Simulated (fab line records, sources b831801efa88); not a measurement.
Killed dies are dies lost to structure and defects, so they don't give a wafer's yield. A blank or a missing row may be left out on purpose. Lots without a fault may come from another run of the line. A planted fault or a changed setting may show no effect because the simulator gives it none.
Which tool did it? | flow gf180mcu | 11 lots, 33 wafers sampled, at 6 steps of a route of 602

WHAT THE GAUGES READ, wafer by wafer
GF_V2_THK_MEAS_01. Usual: V2_CVD_00_THK 599 nm, standard deviation 5.
lot  | measured     | on            | V2_CVD_00_THK (nm) | flag
L557 | day 20 07:54 | film_metro-02 | 592 592 598        |
L558 | day 20 13:10 | film_metro-04 | 604 604 607        |
L559 | day 20 17:25 | film_metro-04 | 606 596 593        |
L561 | day 20 23:13 | film_metro-03 | 605 602 597        |
L560 | day 21 02:55 | film_metro-03 | 610 610 605        |
L562 | day 21 15:20 | film_metro-03 | 608 598 599        |
L563 | day 22 00:52 | film_metro-04 | 594 596 604        |
L565 | day 22 10:43 | film_metro-04 | 593 590 595        |
L566 | day 23 04:38 | film_metro-03 | 589 593 597        |
L575 | day 26 01:54 | film_metro-02 | 600 596 603        |
L576 | day 26 06:49 | film_metro-04 | 595 605 593        |

GF_V2_RS_MEAS_24: measures by four-point-probe. Usual: V2_W_RS 0.329 ohm/sq, standard deviation 0.0035.
lot  | measured     | on            | V2_W_RS (ohm/sq)  | flag
L557 | day 21 09:51 | film_metro-03 | 0.325 0.323 0.323 |
L558 | day 21 14:52 | film_metro-02 | 0.330 0.332 0.331 |
L559 | day 21 19:19 | film_metro-04 | 0.329 0.334 0.328 |
L561 | day 22 01:28 | film_metro-02 | 0.323 0.323 0.328 |
L560 | day 22 05:04 | film_metro-03 | 0.337 0.327 0.330 |
L562 | day 22 16:25 | film_metro-02 | 0.328 0.331 0.328 |
L563 | day 23 02:01 | film_metro-02 | 0.325 0.329 0.329 |
L565 | day 23 11:25 | film_metro-03 | 0.330 0.331 0.332 |
L566 | day 24 05:14 | film_metro-02 | 0.326 0.325 0.326 |
L575 | day 27 00:25 | film_metro-03 | 0.362 0.334 0.330 | OFF
L576 | day 27 04:41 | film_metro-04 | 0.357 0.361 0.327 | OFF

GF_V2_THK_MEAS_25: measures by xrf. Usual: V2_W_THK 355 nm, standard deviation 5.4.
lot  | measured     | on            | V2_W_THK (nm) | flag
L557 | day 21 09:58 | film_metro-03 | 360 364 364   |
L558 | day 21 14:59 | film_metro-02 | 351 347 352   |
L559 | day 21 19:26 | film_metro-04 | 356 347 354   |
L561 | day 22 01:34 | film_metro-02 | 356 355 350   |
L560 | day 22 05:11 | film_metro-03 | 352 362 360   |
L562 | day 22 16:31 | film_metro-02 | 351 349 352   |
L563 | day 23 02:07 | film_metro-02 | 357 352 351   |
L565 | day 23 11:31 | film_metro-03 | 352 351 350   |
L566 | day 24 05:21 | film_metro-02 | 356 357 357   |
L575 | day 27 00:32 | film_metro-03 | 324 353 356   |
L576 | day 27 04:48 | film_metro-04 | 326 320 355   | OFF

WHICH TOOL RAN EACH LOT (tool, then ch and the chambers of the sampled wafers, then the start)
lot  | GF_V2_ETCH_16                      | GF_V2_ETCH_17                                 | GF_V2_CVD_23
L557 | rie_diel-03 ch 0,2,3, day 21 08:58 | rie_diel-03 ch 0,2,3, day 21 09:43 or earlier | cvd_w-02 ch 0,1, day 21 09:43
L558 | rie_diel-04 ch 1,2, day 21 13:55   | rie_diel-04 ch 1,2, day 21 14:46 or earlier   | cvd_w-01 ch 0,1, day 21 14:46
L559 | rie_diel-04 ch 0,1, day 21 18:06   | rie_diel-04 ch 0,1, day 21 19:13 or earlier   | cvd_w-01 ch 0,1, day 21 19:13
L561 | rie_diel-02 ch 0,3, day 22 00:34   | rie_diel-02 ch 0,3, day 22 01:20 or earlier   | cvd_w-02 ch 0,1, day 22 01:20
L560 | rie_diel-03 ch 0,1,2, day 22 03:51 | rie_diel-03 ch 0,1,2, day 22 04:58 or earlier | cvd_w-02 ch 0,1, day 22 04:58
L562 | rie_diel-02 ch 1,2,3, day 22 15:30 | rie_diel-02 ch 1,2,3, day 22 16:18 or earlier | cvd_w-02 ch 0,1, day 22 16:18
L563 | rie_diel-03 ch 1,2,3, day 23 01:07 | rie_diel-03 ch 1,2,3, day 23 01:54 or earlier | cvd_w-02 ch 0,1, day 23 01:54
L565 | rie_diel-03 ch 0,2, day 23 10:27   | rie_diel-03 ch 0,2, day 23 11:17 or earlier   | cvd_w-01 ch 0,1, day 23 11:17
L566 | rie_diel-04 ch 0,1,3, day 24 04:00 | rie_diel-04 ch 0,1,3, day 24 05:07 or earlier | cvd_w-02 ch 0,1, day 24 05:07
L575 | rie_diel-04 ch 0,1,3, day 26 23:30 | rie_diel-04 ch 0,1,3, day 27 00:17 or earlier | cvd_w-01 ch 0,1, day 27 00:17
L576 | rie_diel-04 ch 0,2,3, day 27 03:48 | rie_diel-04 ch 0,2,3, day 27 04:34 or earlier | cvd_w-01 ch 0,1, day 27 04:34
- GF_V2_ETCH_16: etches BARC in N2/H2.
- GF_V2_ETCH_17: etches SiO2 in C4F8/O2/Ar, stops on TiN, target depth 630 nm.
- GF_V2_CVD_23: deposits W, target thk 350 nm, time 104.94 s.

WHAT THE TOOLS THEMSELVES READ (means of the sampled wafers that have a number; where no wafer has one, the mark that the record gives instead)
GF_V2_ETCH_16. Usual: bias_w 100.04 W, standard deviation 0.29; drypump_motor_current_A 5.7 A, standard deviation 0.54; oes_product_au 0.854 a.u., standard deviation 0.0048; throttle_valve_pct 13.225 %, standard deviation 0.009.
lot  | tool        | bias_w (W) | drypump_motor_current_A (A) | oes_product_au (a.u.) | throttle_valve_pct (%) | flag
L557 | rie_diel-03 | 99.90      | 5.3                         | 0.854                 | 13.220                 |
L558 | rie_diel-04 | 99.89      | 6.2                         | 0.862                 | 13.215                 |
L559 | rie_diel-04 | 100.10     | 5.7                         | 0.854                 | 13.224                 |
L561 | rie_diel-02 | 100.14     | 6.0                         | 0.851                 | 13.225                 |
L560 | rie_diel-03 | 100.20     | 5.2                         | 0.855                 | 13.219                 |
L562 | rie_diel-02 | 100.18     | 6.0                         | 0.852                 | 13.219                 |
L563 | rie_diel-03 | 100.07     | 5.3                         | 0.859                 | 13.236                 |
L565 | rie_diel-03 | 100.04     | 4.9                         | 0.852                 | 13.233                 |
L566 | rie_diel-04 | 100.10     | 5.8                         | 0.855                 | 13.224                 |
L575 | rie_diel-04 | 100.05     | 5.8                         | 0.851                 | 13.237                 |
L576 | rie_diel-04 | 100.09     | 5.9                         | 0.851                 | 13.233                 |

GF_V2_ETCH_17. Usual: bias_w 1200 W, standard deviation 3.3; oes_product_au 0.856 a.u., standard deviation 0.0045.
lot  | tool        | bias_w (W) | oes_product_au (a.u.) | flag
L557 | rie_diel-03 | 1202       | 0.853                 |
L558 | rie_diel-04 | 1203       | 0.853                 |
L559 | rie_diel-04 | 1203       | 0.859                 |
L561 | rie_diel-02 | 1201       | 0.858                 |
L560 | rie_diel-03 | 1198       | 0.859                 |
L562 | rie_diel-02 | 1201       | 0.853                 |
L563 | rie_diel-03 | 1199       | 0.856                 |
L565 | rie_diel-03 | 1197       | 0.858                 |
L566 | rie_diel-04 | 1198       | 0.857                 |
L575 | rie_diel-04 | 1202       | 0.858                 |
L576 | rie_diel-04 | 1201       | 0.857                 |

GF_V2_CVD_23. Usual: chamber_pressure_Torr 39.99 Torr, standard deviation 0.089; heater_power_w 742 W, standard deviation 83.
lot  | tool     | chamber_pressure_Torr (Torr) | heater_power_w (W) | flag
L557 | cvd_w-02 | 40.00                        | 771                |
L558 | cvd_w-01 | 39.94                        | 681                |
L559 | cvd_w-01 | 39.99                        | 675                |
L561 | cvd_w-02 | 39.97                        | 818                |
L560 | cvd_w-02 | 39.97                        | 787                |
L562 | cvd_w-02 | 40.03                        | 756                |
L563 | cvd_w-02 | 40.04                        | 785                |
L565 | cvd_w-01 | 40.06                        | 673                |
L566 | cvd_w-02 | 40.04                        | 783                |
L575 | cvd_w-01 | 40.01                        | 688                |
L576 | cvd_w-01 | 39.92                        | 674                |

THE ANSWER, worked out from the rows above alone
Rule: a lot is off if the mean of its wafers that have a number lies more than 3 standard deviations from the usual mean. A lot without any number at a reading at which 4 lots or more have one is off too. The other lots that the step has rows for count as sound. The gauges are gone through in route order, then the tools' own readings, and for those a lot's mean is taken as printed above. The first step at which some lot is off is used, and at that step the reading that is off furthest; a lot without a number counts as furthest.
Off: L575, L576, at GF_V2_RS_MEAS_24 (V2_W_RS).
A tool fits if, at a process step before that reading, it ran every lot that is off, and no sound lot after the first of them. The gauges at GF_V2_RS_MEAS_24 are tried like those tools. GF_V2_ETCH_17 gives no start for some lots, so the hours and the order of its lots are those of GF_V2_CVD_23. Can't be told from this: 2 tools fit, rie_diel-04 at GF_V2_ETCH_16 and GF_V2_ETCH_17, cvd_w-01 at GF_V2_CVD_23.

WHAT THE SIMULATOR HAD PUT IN
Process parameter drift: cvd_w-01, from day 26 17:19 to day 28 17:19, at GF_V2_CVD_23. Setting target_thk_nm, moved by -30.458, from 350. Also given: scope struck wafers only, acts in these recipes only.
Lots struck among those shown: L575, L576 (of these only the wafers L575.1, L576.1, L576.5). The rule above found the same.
